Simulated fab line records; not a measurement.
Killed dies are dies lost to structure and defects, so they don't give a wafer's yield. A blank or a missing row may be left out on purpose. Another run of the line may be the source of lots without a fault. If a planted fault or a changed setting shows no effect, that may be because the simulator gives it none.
fab line records -- flow gf180mcu
record: lots: 10, wafers: 30, lastDay: 34
route steps=602 shown DNWELL@39 MVSD@73 HV_LDD@233 SALICIDE@281
lots untouched by any fault: they come from a run of this same line in which no faults occurred
startH: start of the lot's first displayed wafer, in hours after the record's first day -- waitH: hours since the lot's step before -- " unchanged from the row above -- L1.1+2: several wafers, shown together as one row -- - value missing, or start not given -- * or withheld: withheld -- < > ~ a bound
route shown NAME@n: names a module that has steps shown in the file, with the first one's number in the route -- usual: mean/standard deviation taken from wafers without a fault -- same: alike in all rows -- chamber/n: place in a boat -- sites: the reading at each site -- _std_site: the values' standard deviation -- _edge_site: the outer-site mean with the inner-site mean subtracted -- radiusMm: for every site, how far away it sits from the centre of the wafer -- mask NAME#n: copy n -- behind: the last tool/chamber to shape the wafer -- hold: what put the lot on hold/how long, in hours/how the hold closed -- device: names the non-switching transistor (n, p or np) -- end of line: at the end of the route, the tests of the same wafers -- a step given without rows: its recipe and nothing more -- killed: not the wafer's yield, but the dies lost to structure and defects at the first sort -- map: shows each die of a wafer: x if killed, . if not, _ if none is there
set.NAME: the setting that was run; set.NAME@STEP: the one run at that earlier step -- model.NAME: the simulator's own value behind a step, which no gauge read
a sample of lots followed through the steps of the route, with each step as a table and each wafer as a row
services: the hour from which a tool's chamber was out of use, counted from the record's first day as startH (under 0 if before that day), plus the number of hours and why
== steps ==
step: GF_DNWELL_IMPLANT_07
recipe: species: P, energyKev: 1500, doseCm2: 1e+13, tiltDeg: 0
lot.wafer,tool,chamber,startH,waitH
L589.1+2+6,implanter-01,0,42.14,-
L590.1+2+3,implanter-04,0,47.89,-
L591.2+4+6,implanter-01,0,52.27,-
L592.1+4+5,implanter-01,0,58.95,-
L595.2+3+5,implanter-01,0,75.52,-
L602.4+5+6,implanter-01,0,112.16,-
L608.4+5+6,implanter-04,0,143.66,-
L609.1+5+6,implanter-03,0,149.30,-
L610.1+3+6,implanter-04,0,155.00,-
L612.1+3+4,implanter-03,0,164.49,-
step: GF_DNWELL_TW_MEAS_09
usual: DNWELL_TW: 1353/7.9
lot.wafer,tool,chamber,startH,waitH,DNWELL_TW
L589.1,filmMetro-04,-,42.39,0.1,1350
L589.2,filmMetro-04,-,42.39,0.1,1360
L589.6,filmMetro-04,-,42.39,0.1,1353
L590.1,filmMetro-02,-,48.14,0.1,1352
L590.2,filmMetro-02,-,48.14,0.1,1337
L590.3,filmMetro-02,-,48.14,0.1,1345
L591.2,filmMetro-01,-,52.50,0.1,1352
L591.4,filmMetro-01,-,52.50,0.1,1356
L591.6,filmMetro-01,-,52.50,0.1,1356
L592.1,filmMetro-04,-,59.20,0.1,1369
L592.4,filmMetro-04,-,59.20,0.1,1362
L592.5,filmMetro-04,-,59.20,0.1,1367
L595.2,filmMetro-01,-,75.76,0.1,1298
L595.3,filmMetro-01,-,75.76,0.1,1299
L595.5,filmMetro-01,-,75.76,0.1,1310
L602.4,filmMetro-02,-,112.37,0.1,1305
L602.5,filmMetro-02,-,112.37,0.1,1305
L602.6,filmMetro-02,-,112.37,0.1,1295
L608.4,filmMetro-02,-,143.91,0.1,1349
L608.5,filmMetro-02,-,143.91,0.1,1344
L608.6,filmMetro-02,-,143.91,0.1,1350
L609.1,filmMetro-02,-,149.55,0.1,1339
L609.5,filmMetro-02,-,149.55,0.1,1346
L609.6,filmMetro-02,-,149.55,0.1,1348
L610.1,filmMetro-04,-,155.25,0.1,1344
L610.3,filmMetro-04,-,155.25,0.1,1336
L610.6,filmMetro-04,-,155.25,0.1,1343
L612.1,filmMetro-01,-,164.74,0.1,1343
L612.3,filmMetro-01,-,164.74,0.1,1344
L612.4,filmMetro-01,-,164.74,0.1,1341
step: GF_MVSD_OVL_MEAS_07
usual: MVSD_OVL: 0.7/1.6
lot.wafer,tool,chamber,startH,waitH,MVSD_OVL[nm]
L589.1,overlay-01,-,81.10,-,0.3
L589.2,overlay-01,-,81.10,-,0.4
L589.6,overlay-01,-,81.10,-,2.5
L590.1,overlay-02,-,88.14,-,2.4
L590.2,overlay-02,-,88.14,-,1.0
L590.3,overlay-02,-,88.14,-,0.9
L591.2,overlay-01,-,93.24,-,-0.6
L591.4,overlay-01,-,93.24,-,-0.8
L591.6,overlay-01,-,93.24,-,-1.3
L592.1,overlay-02,-,100.19,-,3.4
L592.4,overlay-02,-,100.19,-,1.6
L592.5,overlay-02,-,100.19,-,1.3
L595.2,overlay-02,-,117.79,-,-1.4
L595.3,overlay-02,-,117.79,-,0.1
L595.5,overlay-02,-,117.79,-,-1.7
L602.4,overlay-02,-,158.91,-,-0.4
L602.5,overlay-02,-,158.91,-,0.7
L602.6,overlay-02,-,158.91,-,1.9
L608.4,overlay-01,-,192.10,-,0.9
L608.5,overlay-01,-,192.10,-,2.0
L608.6,overlay-01,-,192.10,-,1.1
L609.1,overlay-02,-,199.74,-,1.3
L609.5,overlay-02,-,199.74,-,2.7
L609.6,overlay-02,-,199.74,-,3.6
L610.1,overlay-01,-,206.95,-,-3.1
L610.3,overlay-01,-,206.95,-,-2.0
L610.6,overlay-01,-,206.95,-,-4.4
L612.1,overlay-01,-,216.85,-,-0.1
L612.3,overlay-01,-,216.85,-,0.5
L612.4,overlay-01,-,216.85,-,2.8
step: GF_HV_LDD_THK_MEAS_57
recipe: reads: Si3N4_of_HV_LDD_CVD_56
usual: HV_LDD_CVD_56_THK: 90.0/1
lot.wafer,tool,chamber,startH,waitH,HV_LDD_CVD_56_THK[nm]
L589.1,filmMetro-03,-,272.73,0.0,90.0
L589.2,filmMetro-03,-,272.73,0.0,89.7
L589.6,filmMetro-03,-,272.73,0.0,89.8
L590.1,filmMetro-04,-,285.82,0.0,89.7
L590.2,filmMetro-04,-,285.82,0.0,88.7
L590.3,filmMetro-04,-,285.82,0.0,89.0
L591.2,filmMetro-01,-,294.81,0.0,90.2
L591.4,filmMetro-01,-,294.81,0.0,91.2
L591.6,filmMetro-01,-,294.81,0.0,90.5
L592.1,filmMetro-01,-,301.19,0.0,90.2
L592.4,filmMetro-01,-,301.19,0.0,89.5
L592.5,filmMetro-01,-,301.19,0.0,89.5
L595.2,filmMetro-03,-,327.22,0.0,89.3
L595.3,filmMetro-03,-,327.22,0.0,89.8
L595.5,filmMetro-03,-,327.22,0.0,89.9
L602.4,filmMetro-01,-,378.93,0.0,90.9
L602.5,filmMetro-01,-,378.93,0.0,91.1
L602.6,filmMetro-01,-,378.93,0.0,91.6
L608.4,filmMetro-03,-,429.33,0.0,90.7
L608.5,filmMetro-03,-,429.33,0.0,91.6
L608.6,filmMetro-03,-,429.33,0.0,91.1
L609.1,filmMetro-04,-,439.95,0.0,90.1
L609.5,filmMetro-04,-,439.95,0.0,91.1
L609.6,filmMetro-04,-,439.95,0.0,90.0
L610.1,filmMetro-03,-,448.46,0.0,91.2
L610.3,filmMetro-03,-,448.46,0.0,91.4
L610.6,filmMetro-03,-,448.46,0.0,91.3
L612.1,filmMetro-03,-,458.76,0.0,90.3
L612.3,filmMetro-03,-,458.76,0.0,91.1
L612.4,filmMetro-03,-,458.76,0.0,89.7
step: GF_SALICIDE_SPUTTER_03
recipe: material: TiN, targetThkNm: 20, powerW: 6500, timeS: 16.7, chamberPressurePa: 0.4
usual: cathodeDcPowerW: 6500.0/1.1, throttleValvePct: 30.1/0.97
lot.wafer,tool,chamber,startH,waitH,cathodeDcPowerW,throttleValvePct
L589.1,pvdSputter-02,-,336.34,0.0,6499.6,29.7
L589.2,pvdSputter-02,-,336.34,0.0,6501.1,30.9
L589.6,pvdSputter-02,-,336.34,0.0,6500.2,30.9
L590.1,pvdSputter-04,-,348.71,0.0,6499.3,32.7
L590.2,pvdSputter-04,-,348.71,0.0,6499.8,30.2
L590.3,pvdSputter-04,-,348.71,0.0,6502.6,27.7
L591.2,pvdSputter-02,-,358.97,0.0,6500.6,30.7
L591.4,pvdSputter-02,-,358.97,0.0,6500.5,29.1
L591.6,pvdSputter-02,-,358.97,0.0,6497.4,29.8
L592.1,pvdSputter-01,-,365.31,0.0,6501.8,29.9
L592.4,pvdSputter-01,-,365.31,0.0,6500.8,29.2
L592.5,pvdSputter-01,-,365.31,0.0,6501.4,29.3
L595.2,pvdSputter-01,-,393.19,0.0,6500.3,29.9
L595.3,pvdSputter-01,-,393.19,0.0,6499.3,29.9
L595.5,pvdSputter-01,-,393.19,0.0,6501.4,29.8
L602.4,pvdSputter-01,-,451.22,0.0,6500.1,31.5
L602.5,pvdSputter-01,-,451.22,0.0,6499.9,31.5
L602.6,pvdSputter-01,-,451.22,0.0,6498.7,29.3
L608.4,pvdSputter-02,-,503.66,0.0,6499.3,29.8
L608.5,pvdSputter-02,-,503.66,0.0,6498.8,29.4
L608.6,pvdSputter-02,-,503.66,0.0,6498.0,30.7
L609.1,pvdSputter-04,-,513.96,0.0,6501.1,27.6
L609.5,pvdSputter-04,-,513.96,0.0,6497.8,32.9
L609.6,pvdSputter-04,-,513.96,0.0,6500.2,27.6
L610.1,pvdSputter-02,-,521.28,0.0,6499.6,30.5
L610.3,pvdSputter-02,-,521.28,0.0,6499.9,30.5
L610.6,pvdSputter-02,-,521.28,0.0,6500.7,30.6
L612.1,pvdSputter-01,-,532.45,0.0,6498.8,30.1
L612.3,pvdSputter-01,-,532.45,0.0,6500.3,29.9
L612.4,pvdSputter-01,-,532.45,0.0,6500.7,29.3
== services ==
tool,chamber,startH,hours,kind
implanter-04,-,22.01,1.1,repair
implanter-01,-,60.58,1.1,repair
pvdSputter-01,-,67.18,17.0,repair
implanter-01,-,96.74,1.6,repair
pvdSputter-02,-,108.31,1.5,repair
implanter-01,-,130.24,3.3,repair
implanter-01,-,138.14,1.9,pm
implanter-04,-,247.54,5.3,pm
pvdSputter-01,-,257.74,1.9,repair
implanter-01,-,293.24,2.9,repair
implanter-04,-,296.76,19.1,pm
pvdSputter-02,-,308.76,1.1,repair
implanter-04,-,326.38,4.4,repair
implanter-01,-,362.21,2.4,repair
pvdSputter-01,-,400.45,1.4,repair
pvdSputter-01,-,412.27,0.6,repair
pvdSputter-02,-,412.52,1.1,repair
implanter-01,-,418.83,4.6,pm
pvdSputter-01,-,438.60,2.9,repair
implanter-04,-,446.37,6.5,pm
implanter-01,-,509.15,0.7,repair
implanter-01,-,511.24,10.0,repair
implanter-04,-,513.30,6.5,repair
implanter-01,-,532.19,8.0,pm
== key ==
firstSign: step: GF_DNWELL_TW_MEAS_09, reading: DNWELL_TW, direction: down, sigmas: 6.5, usual: 1353, struck: 1302
effect none on later readings
metAt GF_DNWELL_IMPLANT_07
struckLots L595,L602
testerLeftOut L595,L602
notActingAt GF_MVSD_OVL_MEAS_07,GF_HV_LDD_THK_MEAS_57,GF_SALICIDE_SPUTTER_03
onsetBetween 58.95 75.52
fault: kind: processParameterDrift, tool: implanter-01, chamber: -, onsetH: 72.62, steps: GF_DNWELL_IMPLANT_07, channel: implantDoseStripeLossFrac, offset: 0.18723, shape: step, endH: 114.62
testerLeftOut: of these lots the tester's yield and bins aren't shown, on N5 and GAA mostly nor the transistor test; their killed dies are dies lost to structure and defects alone, not to doping, threshold or leakage, so they don't give the yield
